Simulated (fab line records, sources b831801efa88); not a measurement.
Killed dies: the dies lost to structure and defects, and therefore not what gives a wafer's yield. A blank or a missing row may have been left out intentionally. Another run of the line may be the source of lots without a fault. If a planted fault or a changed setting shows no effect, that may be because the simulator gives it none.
fab line records	flow gf180mcu
record: lots: 6	wafers: 18	last-day: 34
route steps=602 shown M4@468 V4@476 MIM@503 PASSIVATION@602
lots that met no fault: from a run of the same line without faults
start-h: the number of hours between the record's first day and the start of the first shown wafer of the lot	wait-h: hours from the lot's prior step to this one	" the same as in the row above	L1.1+2: several wafers, shown together as one row	- either no value or no given start	* or withheld: withheld	< > ~ a bound
route shown NAME@n: NAME is a module with steps in the file, n the number in the route of the first one	usual: the fault-free wafers' mean and standard deviation	same: alike in all rows	chamber/n: place in a boat	sites: the reading at each site	_std_site: standard deviation of those values	_edge_site: inner sites' mean taken away from outer sites' mean	radius-mm: for every site, how far away it sits from the centre of the wafer	mask NAME#n: copy n	behind: tool/chamber where the wafer was last shaped	hold: the reason the lot was held/the length of the hold in hours/how it ended	device: transistor that didn't switch, given as n, p or np	end of line: tests run on the same wafers once the route is complete	where a step has no rows: the recipe by itself	killed: at the first sort, the dies lost to defects and structure; wafer yield is something else	map: per-die view of a wafer (x killed, . not killed, _ where there is no die)
set.NAME: setting as actually run; set.NAME@STEP: the setting as run at that earlier step	model.NAME: the simulator's own value behind a step, which no gauge read
lots seen at some steps along the route; tables by step, rows by wafer
services: the hour from which a tool's chamber was out of use, counted from the record's first day as start-h (under 0 if before that day), plus the number of hours and why
== steps ==
step: GF_M4_PEB_12
recipe: peb-temp-c: 135	peb-time-s: 90	resist: KrF
step: GF_M4_DEVELOP_13
recipe: develop-time-s: 60	dev-temp-c: 21
step: GF_M4_CD_MEAS_14
recipe: target-cd-nm: 280
usual: cd-nm: 279.9/1.1
lot.wafer	tool	chamber	start-h	wait-h	cd-nm
L267.4	cd-sem-01	-	572.16	0.1	281.0
L267.5	"	-	"	"	280.9
L267.6	"	-	"	"	281.8
L269.2	cd-sem-02	-	603.32	0.1	278.5
L269.5	"	-	"	"	278.9
L269.6	"	-	"	"	278.8
L271.1	cd-sem-02	-	612.99	0.1	279.1
L271.3	"	-	"	"	279.7
L271.6	"	-	"	"	279.3
L281.2	cd-sem-02	-	677.16	0.1	278.8
L281.3	"	-	"	"	280.6
L281.6	"	-	"	"	278.1
L284.2	cd-sem-02	-	693.66	0.1	279.0
L284.3	"	-	"	"	279.6
L284.5	"	-	"	"	279.8
L286.3	cd-sem-01	-	705.90	0.1	279.5
L286.4	"	-	"	"	277.9
L286.6	"	-	"	"	278.6
step: GF_M4_OVL_MEAS_15
usual: M4_OVL: -1/5.9
lot.wafer	tool	chamber	start-h	wait-h	M4_OVL[nm]
L267.4	overlay-02	-	572.24	0.1	-3
L267.5	"	-	"	"	6
L267.6	"	-	"	"	0
L269.2	overlay-02	-	603.43	0.1	6
L269.5	"	-	"	"	8
L269.6	"	-	"	"	8
L271.1	overlay-02	-	613.11	0.1	0
L271.3	"	-	"	"	-3
L271.6	"	-	"	"	5
L281.2	overlay-02	-	677.27	0.1	1
L281.3	"	-	"	"	-6
L281.6	"	-	"	"	-10
L284.2	overlay-01	-	693.77	0.1	-9
L284.3	"	-	"	"	-3
L284.5	"	-	"	"	-3
L286.3	overlay-01	-	705.99	0.1	6
L286.4	"	-	"	"	9
L286.6	"	-	"	"	8
step: GF_M4_METAL_ETCH_16
recipe: chemistry: Cl2/BCl3	mask-material: KrF	target-depth-nm: 627.5	stop-on: SiO2	pressure-mtorr: 8	icp-w: 800	bias-w: 140	Cl2_flow_sccm: 80	bcl3-flow-sccm: 40	time-s: 104.6
step: GF_M4_STRIP_17
recipe: chemistry: O2/N2	power-w: 1400	pressure-mtorr: 1500	platen-temp-c: 250	o2-flow-sccm: 3000	n2-flow-sccm: 300	overash-fraction: 0.5
usual: drypump-motor-current-A: 5.7/0.55	heater-power-w: 328/24	oes-product-au: 0.557/0.0052	strip-time-to-endpoint-s: 7.86/0.038
lot.wafer	tool	chamber	start-h	wait-h	drypump-motor-current-A	heater-power-w	oes-product-au	rf-hours-counter-h	strip-time-to-endpoint-s
L267.4	plasma-asher-02	0	572.52	0.1	5.4	340	0.559	-	7.87
L267.5	"	0	"	"	5.4	337	0.561	-	7.87
L267.6	"	1	"	"	6.8	375	0.559	-	7.85
L269.2	plasma-asher-03	0	603.57	0.1	5.9	350	0.557	59	7.89
L269.5	"	1	"	"	5.8	317	0.557	-	7.90
L269.6	"	0	"	"	5.9	348	0.554	-	7.85
L271.1	plasma-asher-04	1	613.26	0.1	5.2	304	0.554	97	7.81
L271.3	"	0	"	"	5.2	309	0.556	-	7.80
L271.6	"	0	"	"	5.2	307	0.553	-	7.78
L281.2	plasma-asher-02	1	677.45	0.1	6.8	366	0.563	27	7.90
L281.3	"	1	"	"	6.8	382	0.550	-	7.84
L281.6	"	1	"	"	6.8	369	0.553	-	7.88
L284.2	plasma-asher-02	1	693.91	0.1	6.8	357	0.554	29	7.85
L284.3	"	0	"	"	5.4	340	0.559	-	7.94
L284.5	"	0	"	"	5.4	340	0.554	-	7.87
L286.3	plasma-asher-03	0	706.16	0.1	5.9	339	0.554	-	7.82
L286.4	"	1	"	"	5.8	319	0.564	-	7.88
L286.6	"	0	"	"	5.9	343	0.556	-	7.81
step: GF_M4_STRIP_18
recipe: chemistry: post-etch-residue-remover	time-s: 1200	temp-c: 72.5
step: GF_M4_CLEAN_19
recipe: chemistry: DIW	dry: n2-spin
step: GF_V4_CVD_00
recipe: material: SiO2	target-thk-nm: 600	sigma-open-frac: 0.3	temp-c: 400	time-s: 100	sih4-flow-sccm: 60	pressure-mtorr: 6
step: GF_V4_THK_MEAS_01
recipe: reads: SiO2_of_V4_CVD_00
usual: V4_CVD_00_THK: 600/6.1
lot.wafer	tool	chamber	start-h	wait-h	V4_CVD_00_THK[nm]
L267.4	film-metro-03	-	573.13	0.0	597
L267.5	"	-	"	"	598
L267.6	"	-	"	"	600
L269.2	film-metro-04	-	604.19	0.0	608
L269.5	"	-	"	"	597
L269.6	"	-	"	"	608
L271.1	film-metro-04	-	613.87	0.0	597
L271.3	"	-	"	"	600
L271.6	"	-	"	"	602
L281.2	film-metro-03	-	678.11	0.0	611
L281.3	"	-	"	"	607
L281.6	"	-	"	"	610
L284.2	film-metro-04	-	694.56	0.0	599
L284.3	"	-	"	"	599
L284.5	"	-	"	"	604
L286.3	film-metro-01	-	706.76	0.1	595
L286.4	"	-	"	"	602
L286.6	"	-	"	"	600
step: GF_V4_CVD_02
recipe: material: SiO2	target-thk-nm: 850	precursor: TEOS	temp-c: 400	time-s: 94.851	rf-w: 600
step: GF_V4_THK_MEAS_03
recipe: reads: SiO2_of_V4_CVD_02
usual: V4_CVD_02_THK: 846/9.7
lot.wafer	tool	chamber	start-h	wait-h	V4_CVD_02_THK[nm]
L267.4	film-metro-01	-	573.26	0.0	850
L267.5	"	-	"	"	848
L267.6	"	-	"	"	848
L269.2	film-metro-01	-	604.32	0.0	831
L269.5	"	-	"	"	849
L269.6	"	-	"	"	850
L271.1	film-metro-04	-	614.00	0.0	854
L271.3	"	-	"	"	849
L271.6	"	-	"	"	862
L281.2	film-metro-01	-	678.24	0.0	853
L281.3	"	-	"	"	822
L281.6	"	-	"	"	848
L284.2	film-metro-03	-	694.69	0.0	857
L284.3	"	-	"	"	846
L284.5	"	-	"	"	856
L286.3	film-metro-01	-	706.89	0.1	852
L286.4	"	-	"	"	851
L286.6	"	-	"	"	862
step: GF_V4_CMP_04
recipe: material: SiO2	down-force-psi: 4	platen-rpm: 60	pad-velocity-m-s: 0.94248
usual: motor-current-A: 12.2/1.2	slurry-flow-ml-min: 150.0/0.46	time-to-endpoint-s: 80/4.5
lot.wafer	tool	chamber	start-h	wait-h	motor-current-A	slurry-flow-ml-min	time-to-endpoint-s	model.SiO2_of_V4_CVD_02.thk-nm
L267.4	cmp-02	1	573.53	0.3	14.2	149.7	85	633.3
L267.6	"	3	"	"	12.8	149.9	82	633.1
L267.5	"	0	"	"	10.4	150.1	87	633.2
L269.2	cmp-02	0	604.52	0.2	10.2	150.2	77	632.1
L269.5	"	2	"	"	12.7	149.3	85	632.6
L269.6	"	3	"	"	13.0	150.2	19	790.3
L271.3	cmp-02	1	614.06	0.0	15.0	150.7	23	791.2
L271.1	"	3	"	"	13.2	150.7	79	631.4
L271.6	"	1	"	"	14.8	149.7	27	790.8
L281.2	cmp-02	2	678.29	0.0	12.6	149.9	78	632.4
L281.3	"	3	"	"	12.6	150.6	62	631.6
L281.6	"	2	"	"	11.6	149.6	77	632.9
L284.2	cmp-01	2	694.79	0.1	11.0	150.2	83	631.9
L284.3	"	3	"	"	11.0	150.5	77	631.6
L284.5	"	1	"	"	11.9	150.3	83	633.1
L286.3	cmp-01	1	706.93	0.0	12.1	149.8	83	632.8
L286.4	"	3	"	"	10.9	150.5	84	633.3
L286.6	"	2	"	"	11.2	150.2	85	633.2
step: GF_V4_BOW_MEAS_05
recipe: mode: bow
usual: V4_BOW: 133/9.1
lot.wafer	tool	chamber	start-h	wait-h	V4_BOW[um]
L267.4	film-metro-01	-	573.79	0.2	128
L267.5	"	-	"	"	144
L267.6	"	-	"	"	145
L269.2	film-metro-04	-	604.74	0.2	113
L269.5	"	-	"	"	122
L269.6	"	-	"	"	122
L271.1	film-metro-03	-	614.36	0.1	132
L271.3	"	-	"	"	144
L271.6	"	-	"	"	138
L281.2	film-metro-01	-	678.61	0.3	126
L281.3	"	-	"	"	140
L281.6	"	-	"	"	135
L284.2	film-metro-04	-	695.06	0.2	129
L284.3	"	-	"	"	126
L284.5	"	-	"	"	118
L286.3	film-metro-03	-	707.27	0.3	132
L286.4	"	-	"	"	135
L286.6	"	-	"	"	134
step: GF_V4_DEHYDRATE_06
recipe: temp-c: 200	time-s: 60
step: GF_V4_HMDS_07
recipe: prime-time-s: 60	prime-temp-c: 120
step: GF_V4_COAT_08
recipe: resist: BARC	temp-c: withheld	time-s: withheld	spin-rpm: withheld	resist-thk-nm: withheld
step: GF_V4_COAT_09
recipe: resist: KrF	spin-rpm: withheld	resist-thk-nm: 1000
step: GF_V4_SOFTBAKE_10
recipe: temp-c: 130	time-s: 60	resist: KrF
step: GF_V4_EXPOSE_11
recipe: mask-id: Via4	target-cd-nm: 260	na: 0.68	source-shape: conventional	sigma-outer: 0.6	dose-mj: 38
step: GF_V4_PEB_12
recipe: peb-temp-c: 135	peb-time-s: 90	resist: KrF
step: GF_V4_DEVELOP_13
recipe: develop-time-s: 60	resist: KrF	dev-temp-c: 21
step: GF_V4_CD_MEAS_14
recipe: target-cd-nm: 260
usual: cd-nm: 259.9/1.3
lot.wafer	tool	chamber	start-h	wait-h	cd-nm
L267.4	cd-sem-01	-	594.91	0.1	259.1
L267.5	"	-	"	"	259.3
L267.6	"	-	"	"	258.3
L269.2	cd-sem-02	-	625.27	0.1	260.5
L269.5	"	-	"	"	260.1
L269.6	"	-	"	"	260.3
L271.1	cd-sem-02	-	634.39	0.1	262.1
L271.3	"	-	"	"	261.0
L271.6	"	-	"	"	262.2
L281.2	cd-sem-01	-	697.57	0.1	259.8
L281.3	"	-	"	"	260.5
L281.6	"	-	"	"	260.8
L284.2	cd-sem-02	-	713.57	0.1	260.8
L284.3	"	-	"	"	260.4
L284.5	"	-	"	"	260.3
L286.3	cd-sem-02	-	725.29	0.1	258.6
L286.4	"	-	"	"	260.1
L286.6	"	-	"	"	259.5
step: GF_V4_OVL_MEAS_15
usual: V4_OVL: 4/4.8
lot.wafer	tool	chamber	start-h	wait-h	V4_OVL[nm]
L267.4	overlay-02	-	594.99	0.1	-6
L267.5	"	-	"	"	1
L267.6	"	-	"	"	-2
L269.2	overlay-02	-	625.38	0.1	7
L269.5	"	-	"	"	9
L269.6	"	-	"	"	9
L271.1	overlay-02	-	634.51	0.1	-1
L271.3	"	-	"	"	7
L271.6	"	-	"	"	7
L281.2	overlay-01	-	697.68	0.1	6
L281.3	"	-	"	"	7
L281.6	"	-	"	"	6
L284.2	overlay-01	-	713.68	0.1	11
L284.3	"	-	"	"	11
L284.5	"	-	"	"	11
L286.3	overlay-01	-	725.38	0.1	-12
L286.4	"	-	"	"	-8
L286.6	"	-	"	"	-4
step: GF_V4_ETCH_16
recipe: chemistry: N2/H2	target-depth-a: withheld	overetch-a: withheld	time-s: withheld	target: BARC	ion-energy-ev: 200	source-w: 500	bias-w: 100	pressure-mtorr: 30	n2-flow-sccm: 100	h2-flow-sccm: 200
step: GF_V4_ETCH_17
recipe: chemistry: C4F8/O2/Ar	mask-material: KrF	target: SiO2	stop-on: TiN	source-w: 1500	bias-w: 1200	pressure-mtorr: 40	c4f8-flow-sccm: withheld	O2_flow_sccm: 6	Ar_flow_sccm: 300	time-s: withheld	target-depth-a: 6300
usual: oes-product-au: 0.856/0.004	rf-fwd-power-W: 1492/5.2
lot.wafer	tool	chamber	start-h	wait-h	oes-product-au	rf-fwd-power-W	model.etch.depth-nm	model.V4.feature-depth-nm
L267.4	rie-diel-04	0	-	-	0.864	1494	633.3	633.3
L267.5	"	1	"	"	0.856	1488	633.2	633.2
L267.6	"	0	"	"	0.856	1498	633.1	633.1
L269.2	rie-diel-04	1	-	-	0.857	1490	632.1	632.1
L269.5	"	0	"	"	0.859	1491	632.6	632.6
L269.6	"	2	"	"	0.976	1488	790.3	790.3
L271.1	rie-diel-03	1	-	-	0.854	1497	631.4	631.4
L271.3	"	0	"	"	0.972	1498	791.2	791.2
L271.6	"	3	"	"	0.972	1496	790.8	790.8
L281.2	rie-diel-04	3	-	-	0.853	1485	632.4	632.4
L281.3	"	2	"	"	0.856	1498	631.6	631.6
L281.6	"	0	"	"	0.861	1502	632.9	632.9
L284.2	rie-diel-04	1	-	-	0.858	1484	631.9	631.9
L284.3	"	0	"	"	0.850	1491	631.6	631.6
L284.5	"	3	"	"	0.853	1492	633.1	633.1
L286.3	rie-diel-04	1	-	-	0.859	1486	632.8	632.8
L286.4	"	0	"	"	0.855	1489	633.3	633.3
L286.6	"	3	"	"	0.850	1495	633.2	633.2
step: GF_V4_STRIP_18
recipe: chemistry: O2/N2	power-w: 1400	pressure-mtorr: 1500	platen-temp-c: 250	o2-flow-sccm: 3000	n2-flow-sccm: 300	overash-fraction: 0.5
usual: drypump-motor-current-A: 5.7/0.32	heater-power-w: 327/23	oes-product-au: 0.592/0.0049
lot.wafer	tool	chamber	start-h	wait-h	drypump-motor-current-A	heater-power-w	oes-product-au	rf-hours-counter-h
L267.4	plasma-asher-04	0	595.17	-	5.2	302	0.599	-
L267.5	"	0	"	"	5.2	310	0.582	-
L267.6	"	1	"	"	5.2	300	0.589	-
L269.2	plasma-asher-04	0	625.54	-	5.2	316	0.584	99
L269.5	"	1	"	"	5.3	305	0.593	-
L269.6	"	0	"	"	5.2	304	0.583	-
L271.1	plasma-asher-01	1	634.68	-	6.1	364	0.593	71
L271.3	"	1	"	"	6.1	368	0.596	-
L271.6	"	1	"	"	6.1	363	0.583	-
L281.2	plasma-asher-03	1	697.83	-	5.8	328	0.596	69
L281.3	"	1	"	"	5.8	318	0.590	-
L281.6	"	0	"	"	5.9	356	0.597	-
L284.2	plasma-asher-04	1	713.84	-	5.2	306	0.592	108
L284.3	"	0	"	"	5.2	305	0.599	-
L284.5	"	1	"	"	5.2	311	0.589	-
L286.3	plasma-asher-03	0	725.57	-	5.9	355	0.592	-
L286.4	"	1	"	"	5.8	323	0.595	-
L286.6	"	1	"	"	5.9	322	0.588	-
step: GF_V4_STRIP_19
recipe: chemistry: post-etch-residue-remover	time-s: 1200	temp-c: 72.5
step: GF_V4_CLEAN_20
recipe: chemistry: DIW	dry: n2-spin
step: GF_V4_SPUTTER_21
recipe: material: Ti	target-thk-nm: 15	chamber-pressure-pa: 5	power-w: 2500	substrate-temp-c: 200	time-s: 80.02
usual: chamber-pressure-pa: 5.001/0.01	throttle-valve-pct: 29.8/0.79
lot.wafer	tool	chamber	start-h	wait-h	chamber-pressure-pa	throttle-valve-pct
L267.4	pvd-sputter-03	-	595.70	0.0	5.014	29.1
L267.5	"	-	"	"	5.021	31.5
L267.6	"	-	"	"	4.993	29.7
L269.2	pvd-sputter-02	-	626.11	0.0	5.001	29.3
L269.5	"	-	"	"	5.008	30.3
L269.6	"	-	"	"	4.997	29.4
L271.1	pvd-sputter-02	-	635.21	0.0	5.002	30.6
L271.3	"	-	"	"	5.005	29.1
L271.6	"	-	"	"	5.019	29.8
L281.2	pvd-sputter-04	-	698.38	0.0	4.997	30.5
L281.3	"	-	"	"	5.009	28.7
L281.6	"	-	"	"	5.004	29.2
L284.2	pvd-sputter-02	-	714.38	0.0	5.011	30.1
L284.3	"	-	"	"	5.000	29.3
L284.5	"	-	"	"	5.000	30.1
L286.3	pvd-sputter-04	-	726.07	0.0	5.012	30.2
L286.4	"	-	"	"	5.010	31.0
L286.6	"	-	"	"	5.006	30.1
step: GF_V4_SPUTTER_22
recipe: material: TiN	target-thk-nm: 10	chamber-pressure-pa: 5	power-w: 4000	time-s: 40
usual: chamber-pressure-pa: 5.000/0.0093	throttle-valve-pct: 29.8/0.77
lot.wafer	tool	chamber	start-h	wait-h	chamber-pressure-pa	throttle-valve-pct
L267.4	pvd-sputter-03	-	595.75	0.0	5.002	29.3
L267.5	"	-	"	"	5.019	31.6
L267.6	"	-	"	"	4.978	29.7
L269.2	pvd-sputter-02	-	626.17	0.0	5.011	29.3
L269.5	"	-	"	"	4.995	29.9
L269.6	"	-	"	"	5.000	29.2
L271.1	pvd-sputter-02	-	635.27	0.0	4.975	30.7
L271.3	"	-	"	"	5.007	29.0
L271.6	"	-	"	"	5.011	30.0
L281.2	pvd-sputter-04	-	698.44	0.0	4.992	30.1
L281.3	"	-	"	"	5.012	28.6
L281.6	"	-	"	"	4.998	29.3
L284.2	pvd-sputter-02	-	714.44	0.0	4.997	29.7
L284.3	"	-	"	"	5.001	29.3
L284.5	"	-	"	"	4.997	30.3
L286.3	pvd-sputter-04	-	726.13	0.0	5.000	30.0
L286.4	"	-	"	"	4.996	30.7
L286.6	"	-	"	"	5.013	30.2
step: GF_V4_CVD_23
recipe: material: W	target-thk-nm: 350	time-s: 104.9	temp-c: 400	pressure-torr: 40
step: GF_V4_RS_MEAS_24
recipe: thk-meas-gauge: four-point-probe	reads: W_of_V4_CVD_23+TiN_of_V4_SPUTTER_22+Ti_of_V4_SPUTTER_21
usual: V4_W_RS: 0.326/0.0031
lot.wafer	tool	chamber	start-h	wait-h	V4_W_RS[ohm/sq]
L267.4	film-metro-01	-	595.94	0.1	0.322
L267.5	"	-	"	"	0.326
L267.6	"	-	"	"	0.325
L269.2	film-metro-01	-	626.34	0.1	0.326
L269.5	"	-	"	"	0.327
L269.6	"	-	"	"	0.321
L271.1	film-metro-04	-	635.42	0.1	0.329
L271.3	"	-	"	"	0.329
L271.6	"	-	"	"	0.331
L281.2	film-metro-04	-	698.61	0.1	0.327
L281.3	"	-	"	"	0.324
L281.6	"	-	"	"	0.323
L284.2	film-metro-01	-	714.61	0.1	0.325
L284.3	"	-	"	"	0.325
L284.5	"	-	"	"	0.327
L286.3	film-metro-03	-	726.32	0.1	0.326
L286.4	"	-	"	"	0.324
L286.6	"	-	"	"	0.324
step: GF_V4_THK_MEAS_25
recipe: thk-meas-gauge: xrf	reads: W_of_V4_CVD_23
usual: V4_W_THK: 347/4.7
lot.wafer	tool	chamber	start-h	wait-h	V4_W_THK[nm]
L267.4	film-metro-01	-	596.03	0.1	351
L267.5	"	-	"	"	349
L267.6	"	-	"	"	349
L269.2	film-metro-01	-	626.45	0.1	350
L269.5	"	-	"	"	346
L269.6	"	-	"	"	353
L271.1	film-metro-04	-	635.54	0.1	348
L271.3	"	-	"	"	345
L271.6	"	-	"	"	346
L281.2	film-metro-04	-	698.72	0.1	349
L281.3	"	-	"	"	350
L281.6	"	-	"	"	351
L284.2	film-metro-01	-	714.72	0.1	355
L284.3	"	-	"	"	353
L284.5	"	-	"	"	351
L286.3	film-metro-03	-	726.42	0.1	341
L286.4	"	-	"	"	344
L286.6	"	-	"	"	343
step: GF_V4_CMP_26
recipe: stop-on: SiO2	down-force-psi: 3.5	platen-rpm: 60	t-overpolish-s: 15	target-thk-nm: 0	pad-velocity-m-s: 0.94248
usual: motor-current-A: 11.0/1.1	slurry-flow-ml-min: 150.0/0.43
lot.wafer	tool	chamber	start-h	wait-h	motor-current-A	slurry-flow-ml-min	model.SiO2_of_V4_CVD_02.thk-nm
L267.4	cmp-01	0	596.16	0.1	12.4	150.1	629.5
L267.6	"	2	"	"	10.1	149.8	629.3
L267.5	"	3	"	"	10.1	150.2	629.5
L269.2	cmp-01	0	626.65	0.2	11.8	149.3	628.3
L269.5	"	1	"	"	10.7	149.6	628.8
L269.6	"	2	"	"	9.1	150.3	786.5
L271.1	cmp-01	3	635.70	0.1	10.4	150.4	627.6
L271.3	"	0	"	"	11.7	149.6	787.4
L271.6	"	2	"	"	10.2	149.3	787
L281.3	cmp-02	2	698.77	0.0	11.5	149.9	627.8
L281.2	"	1	"	"	13.6	149.6	628.6
L281.6	"	2	"	"	11.4	149.4	629.1
L284.3	cmp-02	1	714.77	0.0	13.3	149.7	627.8
L284.2	"	0	"	"	10.2	149.8	628.1
L284.5	"	1	"	"	13.5	149.5	629.3
L286.4	cmp-01	2	726.46	0.0	10.3	150.1	629.5
L286.3	"	1	"	"	10.7	151.4	629
L286.6	"	2	"	"	9.6	149.8	629.4
step: GF_MIM_SPUTTER_00
recipe: material: Ti	target-thk-nm: 37.5	arriving-ion-energy-ev: 80	substrate-temp-c: 200	chamber-pressure-pa: 2	power-w: 4000	time-s: 150
usual: chamber-pressure-pa: 2.000/0.0039	throttle-valve-pct: 30.1/0.95
lot.wafer	tool	chamber	start-h	wait-h	chamber-pressure-pa	throttle-valve-pct
L267.4	pvd-sputter-03	-	596.41	0.2	1.997	29.3
L267.5	"	-	"	"	1.991	29.7
L267.6	"	-	"	"	2.004	31.0
L269.2	pvd-sputter-03	-	626.80	0.1	2.003	30.0
L269.5	"	-	"	"	1.995	29.0
L269.6	"	-	"	"	2.004	29.6
L271.1	pvd-sputter-03	-	635.90	0.1	1.999	29.2
L271.3	"	-	"	"	2.005	29.0
L271.6	"	-	"	"	1.999	29.1
L281.2	pvd-sputter-03	-	699.07	0.1	2.007	31.4
L281.3	"	-	"	"	2.003	29.1
L281.6	"	-	"	"	2.002	29.0
L284.2	pvd-sputter-01	-	715.07	0.1	2.003	31.6
L284.3	"	-	"	"	1.994	31.9
L284.5	"	-	"	"	2.002	29.4
L286.3	pvd-sputter-02	-	726.76	0.1	1.998	29.7
L286.4	"	-	"	"	1.998	29.8
L286.6	"	-	"	"	2.003	30.2
step: GF_PASSIVATION_PROBE_99
lot.wafer	tool	chamber	start-h	wait-h	model.etest.via4-chain.rc-ohm	model.etest.met5-comb.leak-log10-a-um
L267.4	prober-02	-	701.36	0.2	6.532	-12.11
L267.5	prober-02	-	701.41	0.2	6.354	-11.89
L267.6	prober-02	-	701.46	0.2	6.648	-12.12
L269.2	prober-01	-	727.66	0.1	6.558	-11.77
L269.5	prober-01	-	727.81	0.2	6.464	-11.97
L269.6	prober-01	-	727.86	0.2	8.979	-11.12
L271.1	prober-02	-	735.76	0.1	6.407	-11.98
L271.3	prober-02	-	735.86	0.2	9.483	-11.23
L271.6	prober-02	-	736.01	0.2	6.99	-11.79
L281.2	prober-01	-	791.51	0.1	6.063	-11.85
L281.3	prober-01	-	791.56	0.2	6.323	-11.97
L281.6	prober-01	-	791.71	0.2	6.482	-12
L284.2	prober-01	-	804.21	0.1	6.478	-11.9
L284.3	prober-01	-	804.26	0.2	6.482	-12.02
L284.5	prober-01	-	804.36	0.2	6.48	-11.97
L286.3	prober-01	-	814.22	0.2	6.134	-11.84
L286.4	prober-01	-	814.27	0.2	6.503	-12.04
L286.6	prober-01	-	814.37	0.2	6.497	-11.99
killed by level:class
L267.4 V2:geometric-particle:open=7 V3:geometric-particle:open=6 V5:geometric-particle:open=5 M2:geometric-particle:short=4 STI:geometric-particle:short=3 CONTACT:geometric-particle:open=3 M1:geometric-particle:short=3 V1:geometric-particle:open=3
L267.5 V4:geometric-particle:open=7 CONTACT:geometric-particle:open=6 V5:geometric-particle:open=5 V1:geometric-particle:short=4 V1:geometric-particle:open=3 V2:geometric-particle:open=3 V3:geometric-particle:open=3 V4:geometric-particle:short=3
L267.6 V2:geometric-particle:short=5 CONTACT:geometric-particle:open=4 V3:geometric-particle:open=4 V4:geometric-particle:open=4 M2:geometric-particle:short=3 V2:geometric-particle:open=3 M3:geometric-particle:short=3 V3:geometric-particle:short=3
L281.2 V3:geometric-particle:open=8 CONTACT:geometric-particle:short=5 V5:geometric-particle:open=5 CONTACT:geometric-particle:open=4 V5:geometric-particle:short=4 V1:geometric-particle:short=3 V1:geometric-particle:open=3 V2:geometric-particle:open=3
L281.3 V1:geometric-particle:open=5 CONTACT:geometric-particle:open=4 V2:geometric-particle:open=4 STI:geometric-particle:short=3 POLY_GATE:geometric-particle:short=3 V2:geometric-particle:short=3 V5:geometric-particle:short=3 SAB:geometric-particle:open=2
L281.6 CONTACT:geometric-particle:short=5 V1:geometric-particle:open=5 V4:geometric-particle:open=5 CONTACT:geometric-particle:open=4 V2:geometric-particle:open=4 V3:geometric-particle:open=3 STI:geometric-particle:open=2 V2:geometric-particle:short=2
L284.2 V1:geometric-particle:open=9 V2:geometric-particle:open=4 STI:geometric-particle:short=3 CONTACT:geometric-particle:open=3 CONTACT:geometric-particle:short=3 M1:geometric-particle:short=3 V1:geometric-particle:short=3 V4:geometric-particle:short=3
L284.3 CONTACT:geometric-particle:open=8 V4:geometric-particle:short=5 V4:geometric-particle:open=5 V1:geometric-particle:short=4 V2:geometric-particle:open=4 V3:geometric-particle:open=4 V5:geometric-particle:short=3 V5:geometric-particle:open=2
L284.5 V2:geometric-particle:open=6 M1:geometric-particle:short=4 CONTACT:geometric-particle:open=3 V4:geometric-particle:open=3 V5:geometric-particle:open=3 STI:geometric-particle:short=2 POLY_GATE:geometric-particle:open=2 SAB:geometric-particle:open=2
L286.3 CONTACT:geometric-particle:open=11 V3:geometric-particle:open=8 V3:geometric-particle:short=4 V4:geometric-particle:open=4 V5:geometric-particle:open=4 CONTACT:geometric-particle:short=3 M1:geometric-particle:short=3 V1:geometric-particle:open=3
L286.4 CONTACT:geometric-particle:open=8 M2:geometric-particle:short=4 V3:geometric-particle:open=4 STI:geometric-particle:open=3 M1:geometric-particle:short=3 V1:geometric-particle:open=3 V2:geometric-particle:open=3 V2:geometric-particle:short=3
L286.6 V4:geometric-particle:open=6 CONTACT:geometric-particle:open=5 V2:geometric-particle:open=5 V1:geometric-particle:open=4 CONTACT:geometric-particle:short=3 M2:geometric-particle:short=2 V4:geometric-particle:short=2 M5:geometric-particle:short=2
== services ==
tool	chamber	start-h	hours	kind
rie-diel-03	3	554.04	4.6	repair
cmp-01	-	572.00	4.0	pm
rie-diel-03	-	572.38	1.0	repair
cmp-01	-	575.52	11.9	repair
cmp-01	-	576.00	-	consumable-replace:conditioner
cmp-01	-	576.00	-	consumable-replace:pad
pvd-sputter-03	3	582.48	-	consumable-replace:kit
pvd-sputter-01	-	584.88	11.2	repair
pvd-sputter-03	-	598.22	2.1	repair
plasma-asher-01	-	612.25	14.6	pm
rie-diel-04	3	614.69	8.5	repair
cmp-01	-	629.68	1.1	repair
plasma-asher-01	-	630.34	2.8	pm
pvd-sputter-01	-	637.10	4.1	repair
cmp-02	-	639.71	0.6	repair
rie-diel-04	0	641.07	2.5	repair
cmp-01	-	642.53	3.5	repair
rie-diel-04	2	678.93	2.7	repair
pvd-sputter-03	-	683.86	2.6	repair
cmp-01	-	699.74	6.8	repair
pvd-sputter-04	-	705.74	1.7	repair
pvd-sputter-02	-	709.75	1.8	repair
pvd-sputter-02	3	715.49	-	consumable-replace:kit
rie-diel-04	2	725.39	39.6	repair
== key ==
first-sign: step: GF_V4_CMP_04	reading: time-to-endpoint-s	direction: down	sigmas: 13	usual: *	struck: *
effect: step: GF_V4_ETCH_17	reading: oes-product-au	direction: up	sigmas: 30	usual: 0.856	struck: 0.974
model-effect: step: GF_V4_CMP_04	value: SiO2_of_V4_CVD_02.thk-nm	without: 632.6	struck: 790.8
model-effect: step: GF_V4_ETCH_17	value: etch.depth-nm	without: 632.6	struck: 790.8
model-effect: step: GF_V4_CMP_26	value: SiO2_of_V4_CVD_02.thk-nm	without: 628.8	struck: 787
model-effect: step: GF_PASSIVATION_PROBE_99	value: etest.via4-chain.rc-ohm	without: 6.36	struck: 8.484
met-at GF_V4_CMP_04
struck-wafers L269.6,L271.3,L271.6
sort-left-out L269.6,L271.3,L271.6
onset-between 573.53 604.52
fault: kind: process-parameter-drift	tool: cmp-02	chamber: -	onset-h: 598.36	steps: GF_V4_CMP_04	channel: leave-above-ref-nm	offset: 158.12	shape: step	end-h: 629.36	scope: struck-wafers-only	acts-in: these-recipes-only	stated: 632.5
sort-left-out: the simulated sort isn't trusted on such a fault, so these wafers' sort isn't shown, and their yield isn't known
